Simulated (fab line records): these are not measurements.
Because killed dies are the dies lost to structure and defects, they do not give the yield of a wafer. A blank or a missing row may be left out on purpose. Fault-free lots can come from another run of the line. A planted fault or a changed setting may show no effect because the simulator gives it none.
The tool behind it: which one? -- flow gf180mcu -- 72 wafers from 24 lots sampled at 6 of the route's 602 steps

WHAT THE GAUGES READ, wafer by wafer
GF_M1_THK_MEAS_06: measures by xrf.
lot,measured,on,M1_ALCU_THK (nm)
L074,day 15 20:37,film-metro-04,454 451 450
L075,day 16 07:20,film-metro-04,447 457 448
L076,day 16 19:07,film-metro-02,448 443 439
L077,day 17 02:28,film-metro-02,457 462 455
L078,day 17 12:13,film-metro-04,450 457 448
L079,day 18 03:27,film-metro-04,457 449 448
L080,day 18 14:10,film-metro-01,451 452 453
L081,day 18 21:24,film-metro-02,457 447 442
L082,day 19 03:47,film-metro-01,449 450 455
L083,day 19 11:20,film-metro-01,443 451 441
L084,day 19 16:26,film-metro-02,440 436 442
L085,day 20 09:04,film-metro-02,442 448 444
L086,day 20 12:58,film-metro-04,450 447 447
L087,day 20 23:51,film-metro-01,452 445 444
L088,day 21 07:24,film-metro-01,446 443 449
L089,day 21 17:30,film-metro-01,450 446 442
L090,day 21 21:16,film-metro-02,439 434 436
L091,day 22 09:19,film-metro-01,460 462 459
L092,day 23 00:04,film-metro-02,438 432 428
L093,day 23 05:10,film-metro-01,454 456 448
L094,day 23 05:26,film-metro-02,443 437 447
L095,day 23 19:11,film-metro-04,446 449 452
L096,day 24 02:26,film-metro-02,448 448 444
L097,day 24 11:33,film-metro-02,445 444 447

GF_M4_CD_MEAS_14: the cd target is 280 nm.
lot,measured,on,cd-nm (nm)
L074,day 23 01:20,cd-sem-01,279.5 279.7 280.1
L075,day 23 13:38,cd-sem-02,280.0 279.5 280.2
L076,day 24 01:04,cd-sem-01,278.1 278.3 279.4
L077,day 24 07:53,cd-sem-02,280.6 281.0 281.1
L078,day 24 16:19,cd-sem-02,279.9 281.6 280.5
L079,day 25 09:28,cd-sem-01,279.5 280.2 281.8
L080,day 25 23:16,cd-sem-02,281.7 279.8 280.7
L081,day 26 02:08,cd-sem-02,278.9 278.6 278.3
L082,day 26 05:50,cd-sem-02,281.8 281.3 281.2
L083,day 26 10:46,cd-sem-02,280.3 281.1 280.4
L084,day 26 22:01,cd-sem-01,280.0 279.8 279.3
L085,day 27 06:43,cd-sem-02,279.2 278.2 279.6
L086,day 27 09:22,cd-sem-01,279.3 279.7 277.8
L087,day 27 22:29,cd-sem-02,280.9 282.2 280.5
L088,day 28 02:48,cd-sem-01,280.9 280.8 281.0
L089,day 28 10:35,cd-sem-02,280.2 279.4 279.4
L090,day 28 17:04,cd-sem-02,277.9 278.8 277.9
L091,day 28 22:59,cd-sem-02,283.0 281.4 281.8
L092,day 29 14:31,cd-sem-02,277.7 277.4 279.3
L093,day 29 15:52,cd-sem-02,278.1 278.4 277.9
L094,day 29 18:43,cd-sem-01,279.3 279.2 278.4
L095,day 30 01:34,cd-sem-02,280.1 278.9 279.1
L096,day 30 10:19,cd-sem-01,279.3 279.6 279.1
L097,day 30 15:37,cd-sem-02,280.2 279.4 279.6

EACH LOT AND THE TOOL THAT RAN IT (in order: tool; ch and the chambers of the sampled wafers; start)
lot,GF_SAB_STRIP_13,GF_M2_METAL_ETCH_16,GF_V3_CMP_04,GF_V3_SPUTTER_22
L074,"plasma-asher-04 ch 0,1, day 14 20:30","rie-metal-02 ch 0, day 18 19:31","cmp-01 ch 1,2,3, day 21 00:01","pvd-sputter-03, day 22 01:09"
L075,"plasma-asher-02 ch 0,1, day 15 06:59","rie-metal-01 ch 0,1, day 19 07:12","cmp-01 ch 0,1,3, day 21 12:09","pvd-sputter-03, day 22 13:23"
L076,"plasma-asher-04 ch 0,1, day 15 18:25","rie-metal-03 ch 0,1, day 19 19:55","cmp-01 ch 0,1,2, day 21 23:33","pvd-sputter-02, day 23 01:05"
L077,"plasma-asher-02 ch 0,1, day 16 00:44","rie-metal-03 ch 0,1, day 20 03:13","cmp-02 ch 0,1,2, day 22 07:55","pvd-sputter-02, day 23 08:14"
L078,"plasma-asher-02 ch 0,1, day 16 10:40","rie-metal-01 ch 0, day 20 13:28","cmp-02 ch 0,2,3, day 22 17:06","pvd-sputter-03, day 23 16:45"
L079,"plasma-asher-02 ch 0,1, day 17 01:44","rie-metal-01 ch 0, day 21 07:02","cmp-01 ch 0,1,2, day 23 11:40","pvd-sputter-03, day 24 11:45"
L080,"plasma-asher-02 ch 0,1, day 17 12:13","rie-metal-01 ch 0,1, day 21 16:41","cmp-02 ch 1,2, day 23 19:57","pvd-sputter-01, day 24 20:33"
L081,"plasma-asher-02 ch 0,1, day 17 19:28","rie-metal-03 ch 0,1, day 22 00:14","cmp-01 ch 1,2, day 24 03:26","pvd-sputter-03, day 25 02:58"
L082,"plasma-asher-04 ch 0,1, day 18 01:35","rie-metal-03 ch 0,1, day 22 07:28","cmp-02 ch 1,2, day 24 09:24","pvd-sputter-03, day 25 08:40"
L083,"plasma-asher-04 ch 0,1, day 18 08:32","rie-metal-03 ch 0,1, day 22 13:24","cmp-01 ch 0,1,3, day 24 15:37","pvd-sputter-01, day 25 12:59"
L084,"plasma-asher-01 ch 0,1, day 18 13:51","rie-metal-01 ch 0,1, day 22 19:47","cmp-01 ch 0,1,3, day 25 03:11","pvd-sputter-01, day 26 00:44"
L085,"plasma-asher-02 ch 0,1, day 19 06:01","rie-metal-03 ch 0, day 23 12:13","cmp-01 ch 2,3, day 25 11:43","pvd-sputter-02, day 26 10:05"
L086,"plasma-asher-02 ch 0,1, day 19 10:09","rie-metal-03 ch 0,1, day 23 15:09","cmp-02 ch 1,2,3, day 25 14:49","pvd-sputter-02, day 26 12:56"
L087,"plasma-asher-04 ch 0, day 19 20:59","rie-metal-02 ch 0,1, day 24 01:34","cmp-02 ch 0,2,3, day 26 03:31","pvd-sputter-01, day 27 01:51"
L088,"plasma-asher-01 ch 0,1, day 20 04:17","rie-metal-03 ch 0,1, day 24 09:43","cmp-01 ch 0,1,2, day 26 07:56","pvd-sputter-01, day 27 05:42"
L089,"plasma-asher-02 ch 0,1, day 20 14:19","rie-metal-02 ch 0,1, day 24 17:59","cmp-01 ch 1,2,3, day 26 16:59","pvd-sputter-02, day 27 14:10"
L090,"plasma-asher-01 ch 0,1, day 20 18:19","rie-metal-01 ch 0,1, day 24 21:43","cmp-02 ch 0,3, day 26 23:37","pvd-sputter-01, day 27 20:14"
L091,"plasma-asher-04 ch 0,1, day 21 05:35","rie-metal-01 ch 0,1, day 25 08:33","cmp-02 ch 0,1,3, day 27 06:22","pvd-sputter-02, day 28 03:20"
L092,"plasma-asher-02 ch 0,1, day 21 20:58","rie-metal-03 ch 0,1, day 26 01:26","cmp-02 ch 0,2, day 27 22:15","pvd-sputter-03, day 28 19:03"
L093,"plasma-asher-02 ch 0,1, day 22 01:59","rie-metal-03 ch 0,1, day 26 03:34","cmp-02 ch 0,1,2, day 27 23:56","pvd-sputter-03, day 28 20:13"
L094,"plasma-asher-02 ch 0,1, day 22 03:04","rie-metal-01 ch 0,1, day 26 04:49","cmp-01 ch 0,2,3, day 28 01:33","pvd-sputter-02, day 28 22:43"
L095,"plasma-asher-01 ch 0,1, day 22 16:07","rie-metal-01 ch 0,1, day 26 14:37","cmp-01 ch 1,2, day 28 09:56","pvd-sputter-02, day 29 06:13"
L096,"plasma-asher-04 ch 0,1, day 23 00:10","rie-metal-03 ch 0,1, day 26 23:10","cmp-01 ch 0,1,2, day 28 19:11","pvd-sputter-01, day 29 14:41"
L097,"plasma-asher-04 ch 0,1, day 23 09:25","rie-metal-01 ch 0,1, day 27 04:28","cmp-02 ch 1,2,3, day 29 00:39","pvd-sputter-01, day 29 21:04"
- GF_SAB_STRIP_13: strips in O2/N2.
- GF_M2_METAL_ETCH_16: etches the open film in Cl2/BCl3, stops on SiO2, target depth 627.5 nm, time 104.6 s.
- GF_V3_CMP_04: polishes SiO2.
- GF_V3_SPUTTER_22: material TiN, target thk 10 nm, time 40 s.

AS READ BY THE TOOLS THEMSELVES (means over the sampled wafers that have a number; for cases with no such wafer, the mark the record gives instead)
GF_SAB_STRIP_13.
lot,tool,drypump-motor-current-A (A),heater-power-w (W),oes-product-au (a.u.),strip-time-to-endpoint-s (s)
L074,plasma-asher-04,6.11,302,0.715,12.57
L075,plasma-asher-02,6.04,359,0.711,12.61
L076,plasma-asher-04,6.16,310,0.709,12.60
L077,plasma-asher-02,6.03,357,0.710,12.60
L078,plasma-asher-02,6.02,363,0.707,12.61
L079,plasma-asher-02,6.04,354,0.713,12.65
L080,plasma-asher-02,6.09,344,0.706,12.65
L081,plasma-asher-02,6.09,346,0.717,12.63
L082,plasma-asher-04,6.14,306,0.709,12.66
L083,plasma-asher-04,6.14,306,0.714,12.62
L084,plasma-asher-01,6.19,379,0.711,12.65
L085,plasma-asher-02,6.09,344,0.712,12.63
L086,plasma-asher-02,6.08,340,0.712,12.62
L087,plasma-asher-04,6.20,305,0.709,12.60
L088,plasma-asher-01,5.87,382,0.704,12.55
L089,plasma-asher-02,6.02,362,0.707,12.59
L090,plasma-asher-01,5.87,382,0.710,12.57
L091,plasma-asher-04,6.16,304,0.708,12.64
L092,plasma-asher-02,6.08,345,0.706,12.59
L093,plasma-asher-02,6.08,343,0.711,12.62
L094,plasma-asher-02,6.04,363,0.705,12.57
L095,plasma-asher-01,5.88,384,0.709,12.62
L096,plasma-asher-04,6.17,301,0.716,12.60
L097,plasma-asher-04,6.13,298,0.710,12.64

GF_M2_METAL_ETCH_16.
lot,tool,drypump-motor-current-A (A),oes-product-au (a.u.),throttle-valve-pct (%)
L074,rie-metal-02,5.1,0.968,28.252
L075,rie-metal-01,6.0,0.975,28.245
L076,rie-metal-03,5.7,0.969,28.255
L077,rie-metal-03,5.5,0.978,28.242
L078,rie-metal-01,6.2,0.977,28.237
L079,rie-metal-01,6.2,0.975,28.253
L080,rie-metal-01,6.0,0.975,28.239
L081,rie-metal-03,5.6,0.978,28.247
L082,rie-metal-03,5.7,0.976,28.251
L083,rie-metal-03,5.7,0.979,28.248
L084,rie-metal-01,6.0,0.978,28.242
L085,rie-metal-03,5.4,0.983,28.239
L086,rie-metal-03,5.6,0.982,28.238
L087,rie-metal-02,5.6,0.973,28.247
L088,rie-metal-03,5.7,0.974,28.247
L089,rie-metal-02,5.3,0.985,28.239
L090,rie-metal-01,6.0,0.979,28.239
L091,rie-metal-01,5.7,0.973,28.244
L092,rie-metal-03,5.6,0.978,28.253
L093,rie-metal-03,5.7,0.977,28.244
L094,rie-metal-01,5.7,0.983,28.248
L095,rie-metal-01,5.8,0.969,28.248
L096,rie-metal-03,5.7,0.974,28.249
L097,rie-metal-01,6.0,0.975,28.247

GF_V3_CMP_04.
lot,tool,motor-current-A (A),time-to-endpoint-s (s)
L074,cmp-01,12.4,81
L075,cmp-01,12.3,85
L076,cmp-01,12.3,85
L077,cmp-02,11.3,88
L078,cmp-02,12.1,84
L079,cmp-01,12.2,78
L080,cmp-02,11.3,85
L081,cmp-01,12.8,74
L082,cmp-02,11.2,84
L083,cmp-01,12.4,81
L084,cmp-01,12.3,83
L085,cmp-01,12.0,83
L086,cmp-02,11.2,77
L087,cmp-02,12.0,78
L088,cmp-01,12.0,80
L089,cmp-01,12.2,82
L090,cmp-02,12.7,83
L091,cmp-02,11.8,75
L092,cmp-02,12.0,81
L093,cmp-02,11.6,80
L094,cmp-01,11.9,89
L095,cmp-01,12.5,84
L096,cmp-01,12.2,85
L097,cmp-02,11.1,83

GF_V3_SPUTTER_22.
lot,tool,chamber-pressure-pa (Pa),throttle-valve-pct (%)
L074,pvd-sputter-03,5.021,29.5
L075,pvd-sputter-03,5.005,29.4
L076,pvd-sputter-02,5.003,29.7
L077,pvd-sputter-02,4.993,29.2
L078,pvd-sputter-03,4.990,29.2
L079,pvd-sputter-03,4.996,29.1
L080,pvd-sputter-01,5.006,29.6
L081,pvd-sputter-03,5.002,29.1
L082,pvd-sputter-03,4.995,30.0
L083,pvd-sputter-01,4.999,30.3
L084,pvd-sputter-01,4.999,29.6
L085,pvd-sputter-02,4.995,29.3
L086,pvd-sputter-02,5.004,29.4
L087,pvd-sputter-01,4.992,30.3
L088,pvd-sputter-01,5.001,29.7
L089,pvd-sputter-02,5.002,29.4
L090,pvd-sputter-01,4.991,30.2
L091,pvd-sputter-02,5.001,29.9
L092,pvd-sputter-03,4.995,28.6
L093,pvd-sputter-03,4.988,29.5
L094,pvd-sputter-02,5.003,29.8
L095,pvd-sputter-02,4.993,29.3
L096,pvd-sputter-01,4.994,30.0
L097,pvd-sputter-01,4.992,30.1

THE ANSWER, worked out from the rows above alone
Rule: the usual values come from the lots themselves. Put in order of their means at a reading, lots are off if they are a third of the lots or fewer, leave a main group of 4 or more, and stand apart from it by a gap of 3 or more times the standard deviation of the main group's means; of several such gaps the widest counts. Not used: any main group whose means are identical at the precision the tables above print for the reading. Also off: a lot with no number at a reading for which 4 or more lots have one. The other lots that the step has rows for count as sound. After the gauges, taken in route order, come the tools' own readings; for these a lot's mean is taken, as printed above. The first step at which some lot is off is used, and at that step the reading that is off furthest; a lot without a number counts as furthest.
No lot is off at any reading shown: from this, nothing can be told.

WHAT THE SIMULATOR PUT IN
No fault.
